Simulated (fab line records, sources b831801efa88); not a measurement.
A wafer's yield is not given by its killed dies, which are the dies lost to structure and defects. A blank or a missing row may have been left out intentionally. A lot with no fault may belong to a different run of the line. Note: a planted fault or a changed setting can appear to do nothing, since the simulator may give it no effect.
Comparing a struck lot with a sound one ; flow sky130 ; 22 steps out of a route of 708
Sound: these wafers, L529.1, L529.3, L529.6. Struck: wafers L536.4, L536.5, L536.6. The cause is named last.
Each step with rows lists, per side, the tool, then ch with its chambers, then its first start. Under that, the readings that differ: sound wafers ; struck wafers ; difference of the means ; sigmas: that difference in standard deviations of wafers without a fault.
alike: same words and numbers on both sides, and readings whose means sit less than 2 such deviations apart. not compared: any withheld reading, any reading some wafer has no value for, any bound like >300 that may hide the same value, and any number with overlapping values for which the record gives no deviation.
The two part at a step that has a row with sigmas, a row that says differs or no value, or rows on one side only. Numbers that don't overlap but have no deviation are shown without sigmas and don't part them. Lack of a reading on every wafer of one side parts them only where that side has two or more wafers.

SKY_LOCAL_INTERCONNECT_STRIP_15: strips in O2/N2.
  sound on plasmaAsher-02 ch 1, day 30 00:35; struck on plasmaAsher-04 ch 0,1, day 32 20:58
  alike: drypumpMotorCurrentA, n2FlowSccm, oesProductAu, stripTimeToEndpointS
  not compared: rfHoursCounterH
then, 3 steps without rows for these wafers: SKY_LOCAL_INTERCONNECT_STRIP_16 (strips in post etch residue remover, time 1200 s); SKY_LOCAL_INTERCONNECT_CLEAN_17 (cleans in IPA, time 180 s); SKY_LOCAL_INTERCONNECT_CLEAN_18 (cleans in O3/DIW).
SKY_CONTACT_CVD_00: deposits Si3N4, target thk 75 nm.
  sound on pecvd-01 ch 1,2, day 30 01:11; struck on pecvd-04 ch 0,1,2, day 32 21:38
  alike: heaterPowerW
SKY_CONTACT_THK_MEAS_01:
  sound: filmMetro-04 at day 30 01:13; struck: filmMetro-01 at day 32 21:40
  alike: CONTACT_CVD_00_THK
then, 1 step without rows for these wafers: SKY_CONTACT_HDPCVD_02 (deposits SiO2, target thk 565 nm, time 94.2 s).
SKY_CONTACT_THK_MEAS_03:
  sound: filmMetro-01 at day 30 01:20; struck: filmMetro-03 at day 32 21:50
  alike: CONTACT_HDPCVD_THK
SKY_CONTACT_CMP_04: polishes SiO2.
  sound on cmp-01 ch 1,2,3, day 30 01:24; struck on cmp-02 ch 1,2,3, day 32 22:01
  alike: motorCurrentA, slurryFlowMlMin, timeToEndpointS
SKY_CONTACT_BOW_MEAS_05:
  sound: filmMetro-04 at day 30 01:42; struck: filmMetro-01 at day 32 22:14
  alike: CONTACT_BOW
then, 2 steps without rows for these wafers: SKY_CONTACT_DEHYDRATE_06 (time 60 s); SKY_CONTACT_HMDS_07 (prime time 60 s).
SKY_CONTACT_COAT_08: resist thk 60 nm.
  sound on lithoTrack-03 ch 0, day 30 15:24; struck on lithoTrack-01 ch 0, day 33 10:35
reading;sound;struck;difference;sigmas
spinSpeedRpm (rpm);3000.7 3000.5 2998.4;2717.9 2722.9 2720.7;-279.4;-99 or more
then, 5 steps without rows for these wafers: SKY_CONTACT_COAT_09 (resist thk 450 nm); SKY_CONTACT_SOFTBAKE_10 (time 90 s); SKY_CONTACT_EXPOSE_11 (exposes mask CTM1, target cd 170 nm); SKY_CONTACT_PEB_12; SKY_CONTACT_DEVELOP_13 (develop time 60 s).
SKY_CONTACT_CD_MEAS_14 targets a cd of 170 nm.
  sound: cdSem-01 at day 31 05:04; struck: cdSem-01 at day 34 00:43
reading;sound;struck;difference;sigmas
cdNm (nm);165.6 167.3 167.4;171.4 171.7 170.9;+4.6;+3
SKY_CONTACT_OVL_MEAS_15:
  sound: overlay-02 at day 31 05:11; struck: overlay-02 at day 34 00:47
  alike: CONTACT_OVL
SKY_CONTACT_ETCH_16: etches BARC in N2/H2, stops on SiO2, time 45.9 s, target depth 60 nm.
  sound on rieDiel-03 ch 0,2,3, day 31 05:13; struck on rieDiel-03 ch 1,2,3, day 34 00:50
reading;sound;struck;difference;sigmas
oesProductAu (a.u.);0.857 0.850 0.859;0.879 0.878 0.879;+0.023;+5
model.etch.depthNm (nm);60.09 59.84 60.01;62.89 62.99 63.12;+3.02;
  alike: drypumpMotorCurrentA, h2FlowSccm, n2FlowSccm, throttleValvePct
  not compared: rfHoursCounterH
SKY_CONTACT_ETCH_17: etches SiO2 in C4F8/O2/Ar, stops on Si3N4, target depth 340 nm.
  sound on rieDiel-03 ch 0,2,3, day 31 05:16; struck on rieDiel-03 ch 1,2,3, day 34 00:53
  alike: oesProductAu

== WHERE THEY PART ==
At SKY_CONTACT_COAT_08 first; at SKY_CONTACT_ETCH_16 last (within this record only). Later steps at which nothing parts them and some readings are alike: SKY_CONTACT_ETCH_17.

WHY: what had been put in by the simulator
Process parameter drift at SKY_CONTACT_COAT_08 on lithoTrack-01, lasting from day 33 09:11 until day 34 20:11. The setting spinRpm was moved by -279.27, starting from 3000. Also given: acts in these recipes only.
